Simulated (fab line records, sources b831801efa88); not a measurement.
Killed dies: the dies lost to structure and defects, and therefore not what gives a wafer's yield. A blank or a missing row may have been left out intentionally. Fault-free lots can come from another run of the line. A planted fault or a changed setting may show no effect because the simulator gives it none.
fab line records	flow sky130
record lots=6	wafers=17	last_day=50
route steps=708 shown CONTACT@418 METAL1@434 PAD_OPEN@708
lots untouched by any fault: they come from a run of this same line in which no faults occurred
start_h: start of the lot's first displayed wafer, in hours after the record's first day	wait_h: time in hours since the lot's previous step	" repeats the value in the row above	L1.1+2: a row that stands for several wafers	- either no value or no given start	* or withheld: withheld	< > ~ a bound
route shown NAME@n: names a module that has steps shown in the file, with the first one's number in the route	usual: mean/standard deviation taken from wafers without a fault	same: alike in all rows	chamber/n: place in a boat	sites: each site's reading	_std_site: standard deviation across them	_edge_site: the outer-site mean with the inner-site mean subtracted	radius_mm: how far each site lies from the wafer's centre	mask NAME#n: copy n	behind: the last tool/chamber to shape the wafer	hold: why the lot was held/for how many hours/how that ended	device: whichever transistor did not switch (one of n, p or np)	end of line: the same wafers' tests at the end of the route	step lacking rows: just its recipe	killed: the dies lost at the first sort to structure and to defects; this is not the yield of the wafer	map: a wafer's dies, marking killed ones x, the rest . and places with no die _
set.NAME: the setting that was run; set.NAME@STEP: the one run at that earlier step	model.NAME: the simulator's own value behind a step, which no gauge read
lots at some steps of the route; a table a step, a row a wafer
services: from which hour (start_h, from the record's first day; less than 0 if before it) a tool's chamber was out of use, for how many hours, and why
## steps
# step SKY_CONTACT_PEB_12
# recipe peb_temp_c=withheld	peb_time_s=withheld	resist=KrF-thick
# step SKY_CONTACT_DEVELOP_13
# recipe develop_time_s=60	resist=KrF-thick	dev_temp_c=21
# step SKY_CONTACT_CD_MEAS_14
# recipe target_cd_nm=170
# usual cd_nm=170.5/1.6
lot.wafer	tool	chamber	start_h	wait_h	cd_nm
L913.4	cd_sem-01	-	743.97	-	168.6
L913.5	"	-	"	"	169.6
L913.6	"	-	"	"	171.9
L918.3	cd_sem-01	-	776.70	-	170.2
L918.4	"	-	"	"	169.0
L918.5	"	-	"	"	169.0
L919.3	cd_sem-02	-	781.07	-	173.2
L919.4	"	-	"	"	173.1
L933.2	cd_sem-01	-	881.38	-	170.9
L933.3	"	-	"	"	169.3
L933.4	"	-	"	"	170.3
L935.3	cd_sem-01	-	898.44	-	170.1
L935.5	"	-	"	"	170.1
L935.6	"	-	"	"	169.8
L936.1	cd_sem-01	-	904.95	-	167.1
L936.3	"	-	"	"	168.2
L936.5	"	-	"	"	167.7
# step SKY_CONTACT_OVL_MEAS_15
# usual CONTACT_OVL=0/5.9
lot.wafer	tool	chamber	start_h	wait_h	CONTACT_OVL[nm]
L913.4	overlay-02	-	744.05	0.1	-2
L913.5	"	-	"	"	-5
L913.6	"	-	"	"	8
L918.3	overlay-02	-	776.80	0.1	-4
L918.4	"	-	"	"	-2
L918.5	"	-	"	"	2
L919.3	overlay-02	-	781.16	0.1	3
L919.4	"	-	"	"	4
L933.2	overlay-02	-	881.49	0.1	-11
L933.3	"	-	"	"	-5
L933.4	"	-	"	"	-6
L935.3	overlay-01	-	898.54	0.1	8
L935.5	"	-	"	"	5
L935.6	"	-	"	"	-6
L936.1	overlay-01	-	905.07	0.1	-2
L936.3	"	-	"	"	10
L936.5	"	-	"	"	6
# step SKY_CONTACT_ETCH_16
# recipe chemistry=N2/H2	target=BARC	ion_energy_ev=200	source_w=500	bias_w=100	pressure_mtorr=30	n2_flow_sccm=100	h2_flow_sccm=200	stop_on=SiO2	time_s=45.9	target_depth_a=600
# usual drypump_motor_current_A=5.8/0.34	oes_product_au=0.854/0.0048	throttle_valve_pct=13.224/0.0094
lot.wafer	tool	chamber	start_h	wait_h	drypump_motor_current_A	oes_product_au	rf_hours_counter_h	throttle_valve_pct
L913.4	rie_diel-04	2	744.09	0.0	5.4	0.850	-	13.217
L913.5	"	3	"	"	6.3	0.854	-	13.218
L913.6	"	0	"	"	5.6	0.853	-	13.230
L918.3	rie_diel-04	0	776.82	0.0	5.5	0.859	14	13.235
L918.4	"	2	"	"	5.4	0.845	16	13.221
L918.5	"	1	"	"	6.1	0.849	-	13.215
L919.3	rie_diel-01	1	781.18	0.0	5.4	0.853	17	13.224
L919.4	"	1	"	"	5.4	0.856	-	13.211
L933.2	rie_diel-03	1	881.52	0.0	5.8	0.859	4	13.232
L933.3	"	2	"	"	6.2	0.852	16	13.236
L933.4	"	3	"	"	6.2	0.857	25	13.235
L935.3	rie_diel-04	0	898.56	0.0	5.6	0.856	17	13.217
L935.5	"	1	"	"	6.1	0.851	-	13.234
L935.6	"	2	"	"	5.4	0.862	-	13.221
L936.1	rie_diel-03	3	905.11	0.0	6.3	0.848	26	13.225
L936.3	"	2	"	"	6.3	0.855	17	13.221
L936.5	"	1	"	"	5.8	0.857	-	13.232
# step SKY_CONTACT_ETCH_17
# recipe target=SiO2	chemistry=C4F8/O2/Ar	stop_on=Si3N4	mask_material=KrF-thick	source_w=1500	bias_w=1200	pressure_mtorr=40	c4f8_flow_sccm=withheld	O2_flow_sccm=6	Ar_flow_sccm=300	time_s=withheld	target_depth_a=3400
# usual oes_product_au=0.891/0.0045
lot.wafer	tool	chamber	start_h	wait_h	oes_product_au
L913.4	rie_diel-04	2	744.14	0.0	0.889
L913.5	"	3	"	"	0.887
L913.6	"	0	"	"	0.892
L918.3	rie_diel-04	0	776.86	0.0	0.887
L918.4	"	2	"	"	0.891
L918.5	"	1	"	"	0.901
L919.3	rie_diel-01	1	781.22	0.0	0.891
L919.4	"	1	"	"	0.889
L933.2	rie_diel-03	1	881.56	0.0	0.892
L933.3	"	2	"	"	0.886
L933.4	"	3	"	"	0.887
L935.3	rie_diel-04	0	898.60	0.0	0.899
L935.5	"	1	"	"	0.895
L935.6	"	2	"	"	0.896
L936.1	rie_diel-03	3	905.15	0.0	0.882
L936.3	"	2	"	"	0.893
L936.5	"	1	"	"	0.890
# step SKY_CONTACT_ETCH_18
# recipe target=Si3N4	chemistry=CHF3/O2	stop_on=TiN	source_w=600	bias_w=200	pressure_mtorr=40	chf3_flow_sccm=50	O2_flow_sccm=5	time_s=39	target_depth_a=750
# usual drypump_motor_current_A=5.8/0.34	oes_product_au=0.855/0.0076	throttle_valve_pct=8.794/0.0098
lot.wafer	tool	chamber	start_h	wait_h	drypump_motor_current_A	oes_product_au	rf_hours_counter_h	throttle_valve_pct
L913.4	rie_diel-04	2	-	-	5.4	0.870	-	8.795
L913.5	"	3	"	"	6.2	0.871	-	8.807
L913.6	"	0	"	"	5.5	0.866	-	8.815
L918.3	rie_diel-04	0	-	-	5.5	0.860	14	8.803
L918.4	"	2	"	"	5.4	0.865	16	8.802
L918.5	"	1	"	"	6.1	0.867	-	8.805
L919.3	rie_diel-01	1	-	-	5.4	0.850	17	8.794
L919.4	"	1	"	"	5.4	0.849	-	8.788
L933.2	rie_diel-03	1	-	-	5.8	0.846	4	8.784
L933.3	"	2	"	"	6.2	0.856	17	8.798
L933.4	"	3	"	"	6.2	0.834	25	8.785
L935.3	rie_diel-04	0	-	-	5.6	0.848	17	8.777
L935.5	"	1	"	"	6.0	0.855	-	8.794
L935.6	"	2	"	"	5.4	0.862	-	8.797
L936.1	rie_diel-03	3	-	-	6.2	0.853	26	8.793
L936.3	"	2	"	"	6.3	0.846	17	8.804
L936.5	"	1	"	"	5.7	0.850	-	8.804
# step SKY_CONTACT_STRIP_19
# recipe chemistry=O2/N2	power_w=1400	pressure_mtorr=1500	platen_temp_c=withheld	o2_flow_sccm=3000	n2_flow_sccm=300	overash_fraction=0.5
# usual drypump_motor_current_A=5.53/0.26	oes_product_au=0.382/0.005	strip_time_to_endpoint_s=3.66/0.036
lot.wafer	tool	chamber	start_h	wait_h	drypump_motor_current_A	oes_product_au	rf_hours_counter_h	strip_time_to_endpoint_s
L913.4	plasma_asher-03	0	744.24	-	5.42	0.382	-	3.66
L913.5	"	0	"	"	5.40	0.385	-	3.71
L913.6	"	1	"	"	5.17	0.387	-	3.72
L918.3	plasma_asher-01	1	776.99	-	5.82	0.390	-	3.73
L918.4	"	0	"	"	5.36	0.384	-	3.64
L918.5	"	0	"	"	5.34	0.385	-	3.63
L919.3	plasma_asher-01	0	781.35	-	5.34	0.383	-	3.63
L919.4	"	1	"	"	5.83	0.376	-	3.63
L933.2	plasma_asher-04	0	881.65	-	5.70	0.384	78	3.67
L933.3	"	1	"	"	5.86	0.383	-	3.66
L933.4	"	0	"	"	5.69	0.376	-	3.66
L935.3	plasma_asher-03	1	898.73	-	5.22	0.383	-	3.71
L935.5	"	1	"	"	5.19	0.384	-	3.63
L935.6	"	0	"	"	5.39	0.388	-	3.67
L936.1	plasma_asher-03	1	905.24	-	5.22	0.385	106	3.63
L936.3	"	0	"	"	5.36	0.384	-	3.64
L936.5	"	1	"	"	5.23	0.384	-	3.63
# step SKY_CONTACT_STRIP_20
# recipe chemistry=post_etch_residue_remover	time_s=1200	temp_c=72.5
# step SKY_CONTACT_CLEAN_21
# recipe chemistry=IPA	time_s=180	temp_c=25
# step SKY_CONTACT_CLEAN_22
# recipe chemistry=O3/DIW	dry=n2_spin
# step SKY_CONTACT_SPUTTER_23
# recipe material=TiN	target_thk_nm=20	chamber_pressure_pa=5	power_w=4000	time_s=80
# usual throttle_valve_pct=29.3/0.9
lot.wafer	tool	chamber	start_h	wait_h	throttle_valve_pct
L913.4	pvd_sputter-03	-	744.79	0.0	29.5
L913.5	"	-	"	"	29.3
L913.6	"	-	"	"	28.0
L918.3	pvd_sputter-03	-	777.54	0.0	29.7
L918.4	"	-	"	"	27.9
L918.5	"	-	"	"	29.8
L919.3	pvd_sputter-01	-	781.95	0.0	30.0
L919.4	"	-	"	"	30.4
L933.2	pvd_sputter-03	-	882.28	0.0	29.3
L933.3	"	-	"	"	30.7
L933.4	"	-	"	"	29.7
L935.3	pvd_sputter-01	-	899.28	0.0	30.1
L935.5	"	-	"	"	30.6
L935.6	"	-	"	"	29.9
L936.1	pvd_sputter-01	-	905.87	0.0	30.8
L936.3	"	-	"	"	30.3
L936.5	"	-	"	"	31.1
# step SKY_CONTACT_CVD_24
# recipe material=W	target_thk_nm=340	time_s=102.12	temp_c=400	pressure_torr=40
# usual heater_power_w=900/130
lot.wafer	tool	chamber	start_h	wait_h	heater_power_w	model.W_of_CONTACT_CVD_24.thk_nm
L913.4	cvd_w-01	1	744.89	0.1	1085	338.1
L913.5	"	0	"	"	980	342.5
L913.6	"	1	"	"	1088	341.8
L918.3	cvd_w-02	1	777.64	0.1	792	256.8
L918.4	"	0	"	"	765	347.9
L918.5	"	0	"	"	797	344.8
L919.3	cvd_w-02	1	782.05	0.1	774	258.4
L919.4	"	0	"	"	808	341.2
L933.2	cvd_w-01	1	882.34	0.0	1091	343.1
L933.3	"	0	"	"	962	340.9
L933.4	"	1	"	"	1101	339.8
L935.3	cvd_w-01	0	899.38	0.1	958	344.8
L935.5	"	0	"	"	989	343.6
L935.6	"	1	"	"	1088	346.5
L936.1	cvd_w-02	1	905.93	0.0	774	339.4
L936.3	"	0	"	"	794	342.3
L936.5	"	0	"	"	792	348.4
# step SKY_CONTACT_RS_MEAS_25
# recipe thk_meas_gauge=four-point-probe	reads=W_of_CONTACT_CVD_24+TiN_of_CONTACT_SPUTTER_23
# usual CONTACT_W_RS=0.337/0.0044
lot.wafer	tool	chamber	start_h	wait_h	hold	CONTACT_W_RS[ohm/sq]
L913.4	film_metro-02	-	745.03	0.1	-	0.340
L913.5	"	-	"	"	-	0.335
L913.6	"	-	"	"	-	0.336
L918.3	film_metro-02	-	777.76	0.1	await_dispo/0.2h/release	0.448
L918.4	"	-	"	"	await_dispo/0.2h/release	0.330
L918.5	"	-	"	"	await_dispo/0.2h/release	0.333
L918.3	film_metro-02	-	778.04	0.3	-	0.448
L918.4	"	-	"	"	-	0.330
L918.5	"	-	"	"	-	0.332
L919.3	film_metro-01	-	782.16	0.1	await_dispo/0.2h/release	0.445
L919.4	"	-	"	"	await_dispo/0.2h/release	0.336
L919.3	film_metro-01	-	782.45	0.3	-	0.445
L919.4	"	-	"	"	-	0.336
L933.2	film_metro-01	-	882.47	0.1	-	0.335
L933.3	"	-	"	"	-	0.338
L933.4	"	-	"	"	-	0.338
L935.3	film_metro-01	-	899.50	0.1	-	0.333
L935.5	"	-	"	"	-	0.333
L935.6	"	-	"	"	-	0.331
L936.1	film_metro-03	-	906.04	0.1	-	0.339
L936.3	"	-	"	"	-	0.335
L936.5	"	-	"	"	-	0.330
# step SKY_CONTACT_THK_MEAS_26
# recipe thk_meas_gauge=xrf	reads=W_of_CONTACT_CVD_24
# usual CONTACT_W_THK=344/6.4
lot.wafer	tool	chamber	start_h	wait_h	hold	CONTACT_W_THK[nm]
L913.4	film_metro-02	-	745.12	0.1	-	335
L913.5	"	-	"	"	-	342
L913.6	"	-	"	"	-	340
L918.3	film_metro-02	-	780.55	2.5	await_dispo/0.2h/release	255
L918.4	"	-	"	"	await_dispo/0.2h/release	346
L918.5	"	-	"	"	await_dispo/0.2h/release	343
L918.3	film_metro-02	-	780.77	0.2	-	256
L918.4	"	-	"	"	-	346
L918.5	"	-	"	"	-	343
L919.3	film_metro-01	-	786.49	4.0	await_dispo/0.2h/release	264
L919.4	"	-	"	"	await_dispo/0.2h/release	349
L919.3	film_metro-01	-	786.71	0.2	-	263
L919.4	"	-	"	"	-	350
L933.2	film_metro-01	-	882.58	0.1	-	349
L933.3	"	-	"	"	-	346
L933.4	"	-	"	"	-	343
L935.3	film_metro-01	-	899.60	0.1	-	355
L935.5	"	-	"	"	-	351
L935.6	"	-	"	"	-	355
L936.1	film_metro-03	-	906.16	0.1	-	347
L936.3	"	-	"	"	-	347
L936.5	"	-	"	"	-	355
# step SKY_CONTACT_CMP_27
# recipe stop_on=SiO2	t_overpolish_s=15	down_force_psi=3.5	platen_rpm=60	target_thk_nm=0	pad_velocity_m_s=0.94248
# usual motor_current_A=10.6/1	time_to_endpoint_s=80/4.6
lot.wafer	tool	chamber	start_h	wait_h	hold	motor_current_A	time_to_endpoint_s
L913.4	cmp-02	0	745.25	0.1	-	10.2	79
L913.6	"	2	"	"	-	11.2	80
L913.5	"	3	"	"	-	9.9	76
L918.3	cmp-02	0	782.00	1.2	await_dispo/1.1h/release	10.2	56
L918.4	"	1	"	"	await_dispo/1.1h/release	10.3	80
L918.5	"	0	"	"	await_dispo/1.1h/release	9.8	79
L919.3	cmp-01	0	789.41	2.7	await_dispo/2.6h/release	12.4	62
L919.4	"	1	"	"	await_dispo/2.6h/release	9.7	79
L933.2	cmp-02	3	882.63	0.0	-	10.4	74
L933.4	"	1	"	"	-	10.1	79
L933.3	"	2	"	"	-	10.7	76
L935.3	cmp-02	1	899.79	0.2	-	10.4	79
L935.5	"	2	"	"	-	10.8	82
L935.6	"	3	"	"	-	9.8	77
L936.3	cmp-01	2	906.22	0.0	-	9.8	86
L936.1	"	3	"	"	-	12.6	84
L936.5	"	3	"	"	-	12.7	86
# step SKY_METAL1_SPUTTER_00
# recipe material=Ti	target_thk_nm=15	power_w=3000	time_s=10	chamber_pressure_pa=0.4
# step SKY_PAD_OPEN_PROBE_99
# usual killed_at_M0_to_M3=44/6.9	killed_at_M4_up=3.3/2.1	killed_at_contacts=24/4.8	killed_at_front_end=15/4.4	killed_at_other=0.2/0.48	killed_dies=87/9.5	killed_open=48/6.5	killed_short=39/6.3
# same gross_dies=492	killed_at_back_side=0
lot.wafer	tool	chamber	start_h	wait_h	killed_at_M0_to_M3	killed_at_M4_up	killed_at_contacts	killed_at_front_end	killed_at_other	killed_dies	killed_open	killed_short
L913.4	prober-01	-	1084.68	0.2	43	4	35	18	0	100	52	48
L913.5	prober-01	-	1084.73	0.2	54	5	32	12	0	103	51	52
L913.6	prober-01	-	1084.78	0.2	35	5	20	18	0	78	41	37
L919.4	prober-02	-	1111.35	0.2	44	4	11	17	0	76	34	42
L936.1	prober-01	-	1196.74	0.1	39	0	23	22	0	84	46	38
L936.3	prober-01	-	1196.84	0.2	47	3	21	20	0	91	51	40
L936.5	prober-01	-	1196.94	0.2	36	3	22	17	0	78	40	38
# killed by level:class
L913.4 CONTACT:geometric_particle:open=10 CONTACT:geometric_particle:short=9 LI_CONTACT:geometric_particle:open=8 VIA1:geometric_particle:open=8 FIELD_ISO:geometric_particle:short=7 METAL2:geometric_particle:short=7 LOCAL_INTERCONNECT:geometric_particle:short=6 VIA2:geometric_particle:open=6
L913.5 VIA1:geometric_particle:open=10 CONTACT:geometric_particle:open=9 CONTACT:geometric_particle:short=8 METAL1:geometric_particle:short=8 VIA1:geometric_particle:short=8 LI_CONTACT:geometric_particle:open=7 LOCAL_INTERCONNECT:geometric_particle:short=6 METAL2:geometric_particle:short=6
L913.6 CONTACT:geometric_particle:open=9 POLY_GATE:geometric_particle:open=7 VIA1:geometric_particle:open=7 FIELD_ISO:geometric_particle:open=5 VIA1:geometric_particle:short=5 CONTACT:geometric_particle:short=5 METAL1:geometric_particle:short=5 POLY_GATE:geometric_particle:short=4
L919.4 METAL1:geometric_particle:short=9 VIA1:geometric_particle:open=8 METAL2:geometric_particle:short=7 FIELD_ISO:geometric_particle:open=5 POLY_GATE:geometric_particle:short=4 VIA1:geometric_particle:short=4 FIELD_ISO:geometric_particle:short=3 VIA2:geometric_particle:open=3
L936.1 VIA1:geometric_particle:open=9 FIELD_ISO:geometric_particle:short=7 CONTACT:geometric_particle:open=7 POLY_GATE:geometric_particle:open=6 LI_CONTACT:geometric_particle:open=6 VIA1:geometric_particle:short=5 VIA3:geometric_particle:open=5 LI_CONTACT:geometric_particle:short=4
L936.3 VIA1:geometric_particle:open=15 VIA2:geometric_particle:open=10 METAL2:geometric_particle:short=8 CONTACT:geometric_particle:open=7 POLY_GATE:geometric_particle:short=6 LOCAL_INTERCONNECT:geometric_particle:short=6 FIELD_ISO:geometric_particle:short=5 POLY_GATE:geometric_particle:open=5
L936.5 CONTACT:geometric_particle:open=8 VIA1:geometric_particle:open=7 LI_CONTACT:geometric_particle:open=5 METAL1:geometric_particle:short=5 CONTACT:geometric_particle:short=5 VIA3:geometric_particle:open=5 VIA2:geometric_particle:open=5 METAL2:geometric_particle:short=4
## services
tool	chamber	start_h	hours	kind
rie_diel-03	0	720.37	8.6	repair
rie_diel-01	2	727.19	1.8	repair
plasma_asher-03	-	735.66	8.4	repair
plasma_asher-01	-	742.75	2.8	pm
cmp-01	-	744.83	4.0	pm
rie_diel-04	-	745.15	1.4	repair
cvd_w-02	-	747.47	0.7	repair
plasma_asher-03	-	750.92	1.3	repair
plasma_asher-03	-	765.97	14.6	pm
rie_diel-03	-	793.81	2.8	pm
rie_diel-04	2	799.75	5.8	repair
rie_diel-04	0	810.64	12.0	repair
rie_diel-03	0	811.79	8.6	repair
rie_diel-01	-	814.46	0.8	repair
rie_diel-03	2	815.05	8.0	repair
pvd_sputter-01	-	818.33	4.8	repair
cvd_w-02	-	830.98	1.4	repair
rie_diel-03	1	831.21	10.0	repair
cmp-02	-	857.00	0.8	repair
rie_diel-01	0	875.66	63.3	repair
rie_diel-04	-	888.51	1.7	repair
rie_diel-04	3	894.24	13.2	repair
rie_diel-01	-	898.31	15.6	pm
cvd_w-01	-	904.00	14.0	pm
## key
first_sign step=SKY_CONTACT_RS_MEAS_25	reading=visit	direction=added
effect step=SKY_CONTACT_RS_MEAS_25	reading=CONTACT_W_RS	direction=up	sigmas=25	usual=0.337	struck=0.447
effect step=SKY_CONTACT_THK_MEAS_26	reading=visit	direction=added
effect step=SKY_CONTACT_THK_MEAS_26	reading=CONTACT_W_THK	direction=down	sigmas=13	usual=344	struck=260
effect step=SKY_CONTACT_CMP_27	reading=time_to_endpoint_s	direction=down	sigmas=4.6	usual=*	struck=*
model_effect step=SKY_CONTACT_CVD_24	value=W_of_CONTACT_CVD_24.thk_nm	without=332.1	struck=257.6
met_at SKY_CONTACT_CVD_24
struck_wafers L918.3,L919.3
rows_end L919.3
tester_left_out L918
fault kind=process_parameter_drift	tool=cvd_w-02	chamber=-	onset_h=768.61	steps=SKY_CONTACT_CVD_24	channel=target_thk_nm	offset=-75.019	shape=step	end_h=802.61	scope=struck_wafers_only	acts_in=these_recipes_only	stated=340
# tester_left_out: of these lots the tester's yield and bins aren't shown, on N5 and GAA mostly nor the transistor test; their killed dies are dies lost to structure and defects alone, not to doping, threshold or leakage, so they don't give the yield
# rows_end: these wafers met a further fault down the route, and their rows from its step on are left out
